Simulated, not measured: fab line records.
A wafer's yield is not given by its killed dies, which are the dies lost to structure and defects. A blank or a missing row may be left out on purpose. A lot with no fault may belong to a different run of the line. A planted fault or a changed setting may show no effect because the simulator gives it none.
fab line records	flow gf180mcu
[record] lots = 24	wafers = 72	last-day = 35
route steps=602 shown POLY_GATE@168 M2@364 V2@398 V3@431 TOP_METAL@567
lots untouched by any fault: they come from a run of this same line in which no faults occurred
start-h: hours from the record's first day to the start of the lot's first wafer shown	wait-h: time in hours since the lot's previous step	" as in the row above	L1.1+2: a single row standing in for several wafers	- no value, or no start given	* or withheld: withheld	< > ~ a bound
route shown NAME@n: NAME is a module with steps in the file, n the number in the route of the first one	usual: mean and standard deviation over wafers with no fault	same: alike in all rows	chamber/n: place in a boat	sites: per-site readings	_std_site: the values' standard deviation	_edge_site: outer sites' mean less inner sites'	radius-mm: how far each site lies from the wafer's centre	mask NAME#n: copy n	behind: the most recent tool/chamber to have shaped the wafer	hold: cause of the lot's hold/its duration in hours/its outcome	device: transistor that didn't switch, given as n, p or np	end of line: the same wafers' tests at the end of the route	step lacking rows: just its recipe	killed: dies that structure and defects cost at the first sort, which is not the same as the wafer's yield	map: the dies of a wafer, with x for killed, . for not killed, _ for no die there
set.NAME: the setting the step ran with; set.NAME@STEP: the setting that earlier step ran with	model.NAME: the simulator's own value behind a step, which no gauge read
a sample of lots followed through the steps of the route, with each step as a table and each wafer as a row
services: the hour from which a tool's chamber was out of use, counted from the record's first day as start-h (under 0 if before that day), plus the number of hours and why
[[steps]]
[step GF_POLY_GATE_OVL_MEAS_11]
[usual] POLY_GATE_OVL = 0/5.2
lot.wafer	tool	chamber	start-h	wait-h	POLY_GATE_OVL[nm]
L074.2	overlay-02	-	201.31	0.1	6
L074.4	"	-	"	"	1
L074.6	"	-	"	"	0
L075.2	overlay-02	-	205.25	0.1	-4
L075.3	"	-	"	"	-6
L075.5	"	-	"	"	-3
L076.1	overlay-01	-	217.40	0.1	-2
L076.3	"	-	"	"	-1
L076.5	"	-	"	"	1
L077.1	overlay-02	-	229.75	0.1	1
L077.5	"	-	"	"	5
L077.6	"	-	"	"	5
L078.2	overlay-01	-	230.10	0.1	10
L078.3	"	-	"	"	5
L078.5	"	-	"	"	8
L079.1	overlay-02	-	235.69	0.1	11
L079.2	"	-	"	"	-3
L079.4	"	-	"	"	0
L080.1	overlay-01	-	251.30	0.1	10
L080.2	"	-	"	"	2
L080.4	"	-	"	"	-2
L081.1	overlay-02	-	254.79	0.1	-3
L081.2	"	-	"	"	2
L081.5	"	-	"	"	6
L082.1	overlay-01	-	255.49	0.1	-2
L082.4	"	-	"	"	2
L082.5	"	-	"	"	-7
L083.3	overlay-02	-	262.32	0.1	-2
L083.4	"	-	"	"	-7
L083.6	"	-	"	"	-7
L084.1	overlay-02	-	272.18	0.1	-9
L084.4	"	-	"	"	-4
L084.6	"	-	"	"	6
L085.2	overlay-01	-	280.76	0.1	12
L085.3	"	-	"	"	0
L085.4	"	-	"	"	2
L086.2	overlay-02	-	288.71	0.1	-4
L086.4	"	-	"	"	-10
L086.5	"	-	"	"	3
L087.3	overlay-02	-	296.30	0.1	3
L087.4	"	-	"	"	13
L087.6	"	-	"	"	3
L088.1	overlay-01	-	302.65	0.1	4
L088.2	"	-	"	"	-5
L088.4	"	-	"	"	-8
L089.3	overlay-02	-	308.20	0.1	-4
L089.4	"	-	"	"	1
L089.5	"	-	"	"	9
L090.3	overlay-02	-	318.81	0.1	1
L090.4	"	-	"	"	-7
L090.5	"	-	"	"	-3
L091.2	overlay-01	-	324.34	0.1	-5
L091.4	"	-	"	"	-3
L091.6	"	-	"	"	-10
L092.1	overlay-02	-	333.60	0.1	2
L092.2	"	-	"	"	7
L092.6	"	-	"	"	2
L093.1	overlay-01	-	343.55	0.1	3
L093.2	"	-	"	"	1
L093.6	"	-	"	"	7
L094.2	overlay-02	-	353.81	0.1	14
L094.5	"	-	"	"	5
L094.6	"	-	"	"	10
L095.3	overlay-01	-	354.20	0.1	-5
L095.5	"	-	"	"	-3
L095.6	"	-	"	"	-3
L096.3	overlay-02	-	364.70	0.1	-1
L096.4	"	-	"	"	0
L096.5	"	-	"	"	3
L097.1	overlay-02	-	373.63	0.1	-2
L097.3	"	-	"	"	6
L097.4	"	-	"	"	0
[step GF_M2_SPUTTER_02]
[recipe] material = AlCu	target-thk-nm = 450	power-w = 10600	time-s = 23.9	chamber-pressure-pa = 0.4
[usual] throttle-valve-pct = 30.0/1
[same] time-s = 23.9
lot.wafer	tool	chamber	start-h	wait-h	throttle-valve-pct
L074.2	pvd-sputter-03	-	422.77	0.0	29.9
L074.4	"	-	"	"	29.8
L074.6	"	-	"	"	30.7
L075.2	pvd-sputter-04	-	429.27	0.0	29.7
L075.3	"	-	"	"	31.1
L075.5	"	-	"	"	29.9
L076.1	pvd-sputter-02	-	443.10	0.0	28.2
L076.3	"	-	"	"	29.4
L076.5	"	-	"	"	31.0
L077.1	pvd-sputter-03	-	458.60	0.0	30.0
L077.5	"	-	"	"	30.4
L077.6	"	-	"	"	31.9
L078.2	pvd-sputter-04	-	459.30	0.0	29.1
L078.3	"	-	"	"	31.1
L078.5	"	-	"	"	29.7
L079.1	pvd-sputter-04	-	465.91	0.0	30.0
L079.2	"	-	"	"	29.1
L079.4	"	-	"	"	29.8
L080.1	pvd-sputter-02	-	486.31	0.0	28.3
L080.2	"	-	"	"	29.2
L080.4	"	-	"	"	30.8
L081.1	pvd-sputter-04	-	490.51	0.0	29.6
L081.2	"	-	"	"	28.9
L081.5	"	-	"	"	29.8
L082.1	pvd-sputter-02	-	492.87	0.0	28.0
L082.4	"	-	"	"	29.2
L082.5	"	-	"	"	29.3
L083.3	pvd-sputter-02	-	501.76	0.0	29.8
L083.4	"	-	"	"	31.2
L083.6	"	-	"	"	28.4
L084.1	pvd-sputter-02	-	514.47	0.0	31.0
L084.4	"	-	"	"	28.3
L084.6	"	-	"	"	29.7
L085.2	pvd-sputter-02	-	520.32	0.0	30.8
L085.3	"	-	"	"	29.8
L085.4	"	-	"	"	29.1
L086.2	pvd-sputter-03	-	529.25	0.0	30.4
L086.4	"	-	"	"	30.1
L086.5	"	-	"	"	30.1
L087.3	pvd-sputter-04	-	541.76	0.0	29.8
L087.4	"	-	"	"	28.8
L087.6	"	-	"	"	29.0
L088.1	pvd-sputter-04	-	550.02	0.0	31.5
L088.2	"	-	"	"	29.8
L088.4	"	-	"	"	29.1
L089.3	pvd-sputter-04	-	557.73	0.0	28.9
L089.4	"	-	"	"	31.1
L089.5	"	-	"	"	30.0
L091.2	pvd-sputter-03	-	574.95	0.0	30.3
L091.4	"	-	"	"	32.0
L091.6	"	-	"	"	29.8
L090.3	pvd-sputter-02	-	575.25	0.0	31.1
L090.4	"	-	"	"	28.1
L090.5	"	-	"	"	30.9
L092.1	pvd-sputter-03	-	580.67	0.0	30.6
L092.2	"	-	"	"	29.8
L092.6	"	-	"	"	30.5
L093.1	pvd-sputter-03	-	591.38	0.0	30.1
L093.2	"	-	"	"	30.0
L093.6	"	-	"	"	32.1
L095.3	pvd-sputter-03	-	601.73	0.0	30.2
L095.5	"	-	"	"	32.0
L095.6	"	-	"	"	30.7
L094.2	pvd-sputter-04	-	602.80	0.0	29.7
L094.5	"	-	"	"	29.8
L094.6	"	-	"	"	29.0
L096.3	pvd-sputter-02	-	609.96	0.0	28.3
L096.4	"	-	"	"	29.7
L096.5	"	-	"	"	28.0
L097.1	pvd-sputter-04	-	621.95	0.0	29.7
L097.3	"	-	"	"	29.0
L097.4	"	-	"	"	31.4
[step GF_M2_METAL_ETCH_16]
[recipe] chemistry = Cl2/BCl3	mask-material = KrF	target-depth-nm = 750.8	stop-on = SiO2	pressure-mtorr = 8	icp-w = 800	bias-w = 140	Cl2_flow_sccm = 80	bcl3-flow-sccm = 40	time-s = 125.1
[usual] drypump-motor-current-A = 6.1/0.34	oes-product-au = 0.989/0.0075	throttle-valve-pct = 28.231/0.011
[same] time-s = 125.1
lot.wafer	tool	chamber	start-h	wait-h	drypump-motor-current-A	oes-product-au	rf-hours-counter-h	throttle-valve-pct
L074.2	rie-metal-02	1	447.18	0.0	5.7	0.976	8	28.239
L074.4	"	0	"	"	5.7	0.982	-	28.217
L074.6	"	0	"	"	5.7	0.984	-	28.234
L075.2	rie-metal-01	0	454.02	0.0	6.1	0.995	1	28.237
L075.3	"	1	"	"	6.6	0.991	-	28.241
L075.5	"	1	"	"	6.6	0.988	-	28.213
L076.1	rie-metal-01	1	468.03	0.0	6.5	0.996	8	28.242
L076.3	"	0	"	"	6.1	0.999	-	28.234
L076.5	"	1	"	"	6.6	0.989	-	28.235
L077.1	rie-metal-03	1	483.38	0.0	5.7	0.983	8	28.238
L077.5	"	0	"	"	5.9	0.985	-	28.236
L077.6	"	1	"	"	5.7	0.993	-	28.236
L078.2	rie-metal-02	0	483.87	0.0	5.8	0.992	2	28.212
L078.3	"	0	"	"	5.7	0.996	-	28.228
L078.5	"	0	"	"	5.7	0.993	-	28.229
L079.1	rie-metal-01	0	490.38	0.0	6.1	0.992	2	28.219
L079.2	"	1	"	"	6.5	0.976	9	28.226
L079.4	"	1	"	"	6.5	0.969	-	28.236
L080.1	rie-metal-01	0	510.02	0.0	6.1	0.997	2	28.219
L080.2	"	1	"	"	6.6	0.978	9	28.253
L080.4	"	1	"	"	6.6	0.982	-	28.244
L081.1	rie-metal-03	1	514.38	0.0	5.7	0.989	9	28.241
L081.2	"	0	"	"	5.9	0.985	11	28.235
L081.5	"	0	"	"	5.8	0.985	-	28.232
L082.1	rie-metal-02	1	517.49	0.0	5.6	0.981	9	28.225
L082.4	"	1	"	"	5.6	0.975	-	28.237
L082.5	"	1	"	"	5.7	0.984	-	28.231
L083.3	rie-metal-01	1	525.66	0.1	6.5	0.983	-	28.228
L083.4	"	0	"	"	6.1	0.997	-	28.228
L083.6	"	0	"	"	6.1	0.998	-	28.218
L084.1	rie-metal-03	0	538.02	0.0	5.9	0.996	12	28.230
L084.4	"	1	"	"	5.7	0.988	-	28.241
L084.6	"	0	"	"	5.9	0.989	-	28.232
L085.2	rie-metal-03	1	543.74	0.0	5.7	0.980	10	28.239
L085.3	"	1	"	"	5.7	0.991	-	28.224
L085.4	"	0	"	"	5.9	0.988	-	28.243
L086.2	rie-metal-01	0	552.74	0.0	6.1	1.002	3	28.225
L086.4	"	1	"	"	6.6	0.987	-	28.226
L086.5	"	1	"	"	6.5	0.989	-	28.228
L087.3	rie-metal-01	0	564.86	0.1	6.1	0.995	-	28.221
L087.4	"	1	"	"	6.6	0.981	-	28.224
L087.6	"	0	"	"	6.1	0.993	-	28.233
L088.1	rie-metal-01	0	572.62	0.0	6.1	1.002	4	28.219
L088.2	"	1	"	"	6.6	0.980	11	28.241
L088.4	"	1	"	"	6.6	0.979	-	28.233
L089.3	rie-metal-01	1	579.66	0.1	6.6	0.992	-	28.228
L089.4	"	0	"	"	6.1	0.997	-	28.246
L089.5	"	1	"	"	6.6	0.995	-	28.257
L091.2	rie-metal-01	0	596.68	0.0	6.1	1.003	5	28.228
L091.4	"	0	"	"	6.1	0.988	-	28.235
L091.6	"	0	"	"	6.1	0.995	-	28.234
L090.3	rie-metal-03	1	597.12	0.1	5.7	0.989	-	28.231
L090.4	"	0	"	"	5.9	0.980	-	28.218
L090.5	"	0	"	"	5.9	0.995	-	28.229
L092.1	rie-metal-01	1	602.23	0.0	6.5	0.992	12	28.203
L092.2	"	0	"	"	6.1	0.995	5	28.234
L092.6	"	0	"	"	6.1	0.992	-	28.215
L093.1	rie-metal-03	0	612.56	0.0	5.9	0.986	14	28.220
L093.2	"	1	"	"	5.7	0.989	12	28.228
L093.6	"	0	"	"	5.9	0.990	-	28.222
L095.3	rie-metal-01	1	622.78	0.1	6.6	0.991	-	28.217
L095.5	"	1	"	"	6.6	0.989	-	28.227
L095.6	"	0	"	"	6.1	0.993	-	28.223
L094.2	rie-metal-01	1	624.06	0.0	6.5	0.992	13	28.229
L094.5	"	1	"	"	6.6	0.985	-	28.249
L094.6	"	0	"	"	6.1	0.992	-	28.232
L096.3	rie-metal-02	1	630.72	0.1	5.6	0.991	-	28.233
L096.4	"	0	"	"	5.7	0.987	-	28.222
L096.5	"	0	"	"	5.8	0.995	-	28.229
L097.1	rie-metal-01	1	643.18	0.0	6.6	0.986	14	28.244
L097.3	"	1	"	"	6.6	0.978	-	28.249
L097.4	"	1	"	"	6.6	0.992	-	28.234
[step GF_V2_ETCH_16]
[recipe] chemistry = N2/H2	target-depth-a = withheld	overetch-a = withheld	time-s = withheld	target = BARC	ion-energy-ev = 200	source-w = 500	bias-w = 100	pressure-mtorr = 30	n2-flow-sccm = 100	h2-flow-sccm = 200
[usual] drypump-motor-current-A = 5.4/0.4	oes-product-au = 0.854/0.0048	throttle-valve-pct = 13.225/0.0092
lot.wafer	tool	chamber	start-h	wait-h	drypump-motor-current-A	oes-product-au	throttle-valve-pct
L074.2	rie-diel-04	0	473.42	0.0	5.7	0.855	13.219
L074.4	"	2	"	"	5.5	0.853	13.212
L074.6	"	1	"	"	5.4	0.862	13.225
L075.2	rie-diel-01	2	479.64	0.0	5.4	0.855	13.229
L075.3	"	0	"	"	5.5	0.861	13.229
L075.5	"	2	"	"	5.4	0.866	13.241
L076.1	rie-diel-02	3	493.67	0.0	5.5	0.858	13.228
L076.3	"	0	"	"	5.8	0.851	13.226
L076.5	"	1	"	"	4.7	0.852	13.218
L077.1	rie-diel-02	2	508.37	0.0	5.0	0.851	13.234
L077.5	"	0	"	"	5.7	0.847	13.238
L077.6	"	1	"	"	4.7	0.856	13.230
L078.2	rie-diel-04	3	509.07	0.0	5.3	0.851	13.225
L078.3	"	0	"	"	5.8	0.852	13.234
L078.5	"	2	"	"	5.5	0.853	13.221
L079.1	rie-diel-04	3	515.29	0.0	5.3	0.858	13.233
L079.2	"	2	"	"	5.5	0.855	13.217
L079.4	"	1	"	"	5.4	0.859	13.243
L080.1	rie-diel-01	3	534.57	0.0	5.1	0.853	13.216
L080.2	"	2	"	"	5.4	0.856	13.227
L080.4	"	1	"	"	6.5	0.851	13.241
L081.1	rie-diel-04	3	538.80	0.0	5.3	0.849	13.237
L081.2	"	0	"	"	5.8	0.861	13.212
L081.5	"	0	"	"	5.8	0.858	13.224
L082.1	rie-diel-04	1	541.97	0.0	5.4	0.856	13.235
L082.4	"	2	"	"	5.5	0.859	13.226
L082.5	"	1	"	"	5.3	0.862	13.222
L083.3	rie-diel-01	1	550.22	0.0	6.5	0.862	13.220
L083.4	"	3	"	"	5.1	0.853	13.232
L083.6	"	2	"	"	5.4	0.853	13.230
L084.1	rie-diel-01	2	561.89	0.0	5.4	0.850	13.209
L084.4	"	3	"	"	5.1	0.854	13.236
L084.6	"	2	"	"	5.5	0.853	13.220
L085.2	rie-diel-02	2	567.49	0.0	5.0	0.852	13.216
L085.3	"	1	"	"	4.7	0.857	13.238
L085.4	"	1	"	"	4.7	0.851	13.231
L086.2	rie-diel-04	0	576.92	0.0	5.8	0.854	13.210
L086.4	"	3	"	"	5.3	0.853	13.226
L086.5	"	0	"	"	5.8	0.860	13.235
L087.3	rie-diel-01	3	588.73	0.0	5.1	0.852	13.239
L087.4	"	0	"	"	5.5	0.861	13.219
L087.6	"	3	"	"	5.1	0.856	13.235
L088.1	rie-diel-02	2	597.27	0.0	5.0	0.857	13.218
L088.2	"	3	"	"	5.5	0.843	13.245
L088.4	"	2	"	"	4.9	0.850	13.220
L089.3	rie-diel-02	0	602.29	0.0	5.8	0.845	13.224
L089.4	"	3	"	"	5.5	0.857	13.216
L089.5	"	0	"	"	5.7	0.860	13.234
L091.2	rie-diel-04	0	619.28	0.0	5.7	0.854	13.238
L091.4	"	3	"	"	5.3	0.856	13.209
L091.6	"	2	"	"	5.5	0.853	13.215
L090.3	rie-diel-02	2	619.56	0.0	5.0	0.853	13.219
L090.4	"	1	"	"	4.7	0.853	13.207
L090.5	"	2	"	"	5.0	0.857	13.227
L092.1	rie-diel-02	3	625.31	0.0	5.5	0.857	13.211
L092.2	"	0	"	"	5.7	0.854	13.214
L092.6	"	3	"	"	5.6	0.859	13.227
L093.1	rie-diel-01	3	634.16	0.0	5.1	0.862	13.235
L093.2	"	0	"	"	5.5	0.861	13.215
L093.6	"	0	"	"	5.5	0.858	13.220
L095.3	rie-diel-02	1	644.26	0.0	4.7	0.852	13.227
L095.5	"	2	"	"	5.0	0.857	13.226
L095.6	"	1	"	"	4.7	0.854	13.222
L094.2	rie-diel-04	1	646.03	0.0	5.4	0.861	13.215
L094.5	"	0	"	"	5.8	0.859	13.238
L094.6	"	3	"	"	5.3	0.856	13.225
L096.3	rie-diel-04	0	652.66	0.0	5.8	0.852	13.216
L096.4	"	0	"	"	5.8	0.845	13.233
L096.5	"	1	"	"	5.4	0.853	13.232
L097.1	rie-diel-04	2	664.43	0.0	5.5	0.860	13.206
L097.3	"	1	"	"	5.4	0.858	13.235
L097.4	"	0	"	"	5.8	0.855	13.231
[step GF_V3_CVD_02]
[recipe] material = SiO2	target-thk-nm = 850	precursor = TEOS	temp-c = 400	time-s = 94.851	rf-w = 600
[usual] heater-power-w = 641/96
[same] time-s = 94.851
lot.wafer	tool	chamber	start-h	wait-h	heater-power-w
L074.2	pecvd-03	0	500.63	0.0	619
L074.4	"	1	"	"	647
L074.6	"	2	"	"	551
L075.2	pecvd-03	2	506.53	0.0	596
L075.3	"	1	"	"	621
L075.5	"	2	"	"	641
L076.1	pecvd-01	1	519.97	0.1	734
L076.3	"	2	"	"	491
L076.5	"	1	"	"	576
L077.1	pecvd-03	0	534.63	0.1	561
L077.5	"	2	"	"	664
L077.6	"	1	"	"	617
L078.2	pecvd-01	0	534.98	0.0	887
L078.3	"	1	"	"	610
L078.5	"	0	"	"	703
L079.1	pecvd-03	2	541.14	0.1	654
L079.2	"	0	"	"	588
L079.4	"	2	"	"	681
L080.1	pecvd-02	1	559.36	0.1	792
L080.2	"	2	"	"	703
L080.4	"	2	"	"	576
L081.1	pecvd-03	2	564.72	0.1	604
L081.2	"	1	"	"	602
L081.5	"	2	"	"	639
L082.1	pecvd-01	0	567.58	0.1	764
L082.4	"	0	"	"	825
L082.5	"	2	"	"	517
L083.3	pecvd-02	1	575.05	0.1	762
L083.4	"	0	"	"	677
L083.6	"	1	"	"	772
L084.1	pecvd-02	2	585.02	0.1	643
L084.4	"	2	"	"	682
L084.6	"	0	"	"	711
L085.2	pecvd-03	0	592.12	0.0	541
L085.3	"	2	"	"	582
L085.4	"	0	"	"	577
L086.2	pecvd-03	0	601.45	0.0	568
L086.4	"	0	"	"	595
L086.5	"	1	"	"	597
L087.3	pecvd-01	2	612.64	0.0	424
L087.4	"	1	"	"	731
L087.6	"	0	"	"	711
L088.1	pecvd-03	0	620.81	0.1	615
L088.2	"	1	"	"	661
L088.4	"	2	"	"	657
L089.3	pecvd-02	0	626.41	0.0	665
L089.4	"	2	"	"	701
L089.5	"	0	"	"	711
L091.2	pecvd-02	0	641.99	0.0	734
L091.4	"	2	"	"	689
L091.6	"	0	"	"	606
L090.3	pecvd-01	2	643.28	0.0	493
L090.4	"	0	"	"	788
L090.5	"	1	"	"	589
L092.1	pecvd-01	1	648.10	0.1	668
L092.2	"	0	"	"	789
L092.6	"	1	"	"	697
L093.1	pecvd-03	1	657.07	0.1	635
L093.2	"	2	"	"	612
L093.6	"	0	"	"	564
L095.3	pecvd-01	1	666.67	0.0	714
L095.5	"	2	"	"	516
L095.6	"	1	"	"	559
L094.2	pecvd-02	0	668.46	0.0	657
L094.5	"	2	"	"	558
L094.6	"	0	"	"	687
L096.3	pecvd-03	1	674.21	0.0	650
L096.4	"	2	"	"	541
L096.5	"	0	"	"	490
L097.1	pecvd-02	2	686.52	0.1	666
L097.3	"	1	"	"	659
L097.4	"	2	"	"	680
[step GF_TOP_METAL_SPUTTER_00]
[recipe] material = Ti	target-thk-nm = 37.5	arriving-ion-energy-ev = 80	substrate-temp-c = 200	chamber-pressure-pa = 2	power-w = 4000	time-s = 150
[usual] throttle-valve-pct = 30.1/1
[same] time-s = 150
lot.wafer	tool	chamber	start-h	wait-h	throttle-valve-pct
L074.2	pvd-sputter-02	-	643.22	0.2	29.1
L074.4	"	-	"	"	29.6
L074.6	"	-	"	"	29.2
L075.2	pvd-sputter-02	-	646.59	0.2	29.7
L075.3	"	-	"	"	29.3
L075.5	"	-	"	"	30.7
L076.1	pvd-sputter-02	-	657.09	0.2	29.7
L076.3	"	-	"	"	30.7
L076.5	"	-	"	"	29.4
L077.1	pvd-sputter-03	-	670.93	0.1	31.8
L077.5	"	-	"	"	30.5
L077.6	"	-	"	"	31.8
L078.2	pvd-sputter-02	-	672.30	0.1	29.4
L078.3	"	-	"	"	30.8
L078.5	"	-	"	"	31.1
L079.1	pvd-sputter-02	-	676.19	0.2	29.5
L079.2	"	-	"	"	29.6
L079.4	"	-	"	"	28.1
L080.1	pvd-sputter-03	-	692.57	0.1	30.1
L080.2	"	-	"	"	31.9
L080.4	"	-	"	"	30.6
L081.1	pvd-sputter-02	-	695.75	0.1	31.2
L081.2	"	-	"	"	29.3
L081.5	"	-	"	"	29.5
L082.1	pvd-sputter-03	-	699.00	0.1	30.6
L082.4	"	-	"	"	31.9
L082.5	"	-	"	"	29.9
L083.3	pvd-sputter-03	-	706.29	0.1	30.4
L083.4	"	-	"	"	31.9
L083.6	"	-	"	"	30.1
L084.1	pvd-sputter-02	-	714.71	0.2	31.0
L084.4	"	-	"	"	29.6
L084.6	"	-	"	"	31.2
L085.2	pvd-sputter-04	-	720.41	0.2	31.3
L085.3	"	-	"	"	30.0
L085.4	"	-	"	"	29.1
L086.2	pvd-sputter-03	-	729.06	0.1	30.5
L086.4	"	-	"	"	31.8
L086.5	"	-	"	"	30.5
L087.3	pvd-sputter-04	-	736.61	0.1	29.3
L087.4	"	-	"	"	30.1
L087.6	"	-	"	"	29.0
L088.1	pvd-sputter-03	-	744.03	0.2	31.8
L088.2	"	-	"	"	30.6
L088.4	"	-	"	"	29.9
L089.3	pvd-sputter-02	-	748.54	0.1	27.9
L089.4	"	-	"	"	29.7
L089.5	"	-	"	"	31.3
L091.2	pvd-sputter-03	-	761.60	0.1	29.8
L091.4	"	-	"	"	31.9
L091.6	"	-	"	"	29.7
L090.3	pvd-sputter-03	-	765.30	0.1	30.0
L090.4	"	-	"	"	31.9
L090.5	"	-	"	"	30.2
L092.1	pvd-sputter-03	-	766.70	0.1	32.1
L092.2	"	-	"	"	29.7
L092.6	"	-	"	"	30.2
L093.1	pvd-sputter-03	-	773.80	0.2	30.0
L093.2	"	-	"	"	30.7
L093.6	"	-	"	"	30.0
L095.3	pvd-sputter-04	-	783.21	0.1	29.4
L095.5	"	-	"	"	29.8
L095.6	"	-	"	"	29.9
L094.2	pvd-sputter-04	-	784.09	0.2	29.7
L094.5	"	-	"	"	31.0
L094.6	"	-	"	"	29.7
L096.3	pvd-sputter-02	-	788.71	0.1	28.3
L096.4	"	-	"	"	29.5
L096.5	"	-	"	"	29.6
L097.1	pvd-sputter-04	-	797.53	0.2	29.3
L097.3	"	-	"	"	29.8
L097.4	"	-	"	"	30.0
[[services]]
tool	chamber	start-h	hours	kind
rie-diel-04	1	432.71	10.8	repair
rie-metal-01	-	454.63	0.5	repair
rie-diel-04	1	464.54	3.6	repair
pvd-sputter-04	-	474.13	15.2	repair
rie-diel-04	2	482.76	3.2	repair
pvd-sputter-04	-	491.82	46.0	repair
pvd-sputter-02	-	544.95	2.5	repair
pecvd-03	-	552.66	1.0	repair
rie-metal-01	-	556.31	0.4	repair
rie-diel-04	-	572.33	2.8	pm
pecvd-03	1	587.68	3.6	repair
rie-diel-04	3	588.83	9.8	repair
rie-metal-01	0	632.80	69.7	repair
rie-diel-04	3	639.22	5.9	repair
pvd-sputter-04	-	639.50	18.9	repair
rie-diel-04	2	643.73	11.2	repair
pecvd-03	-	661.25	1.4	repair
rie-diel-04	3	668.99	2.6	repair
pvd-sputter-03	-	681.14	3.3	repair
pecvd-03	-	698.18	0.5	repair
pvd-sputter-04	-	700.63	18.3	repair
pecvd-03	-	710.71	28.1	pm
rie-diel-04	3	713.76	11.6	repair
pvd-sputter-02	-	719.83	3.4	repair
[[key]]
fault none
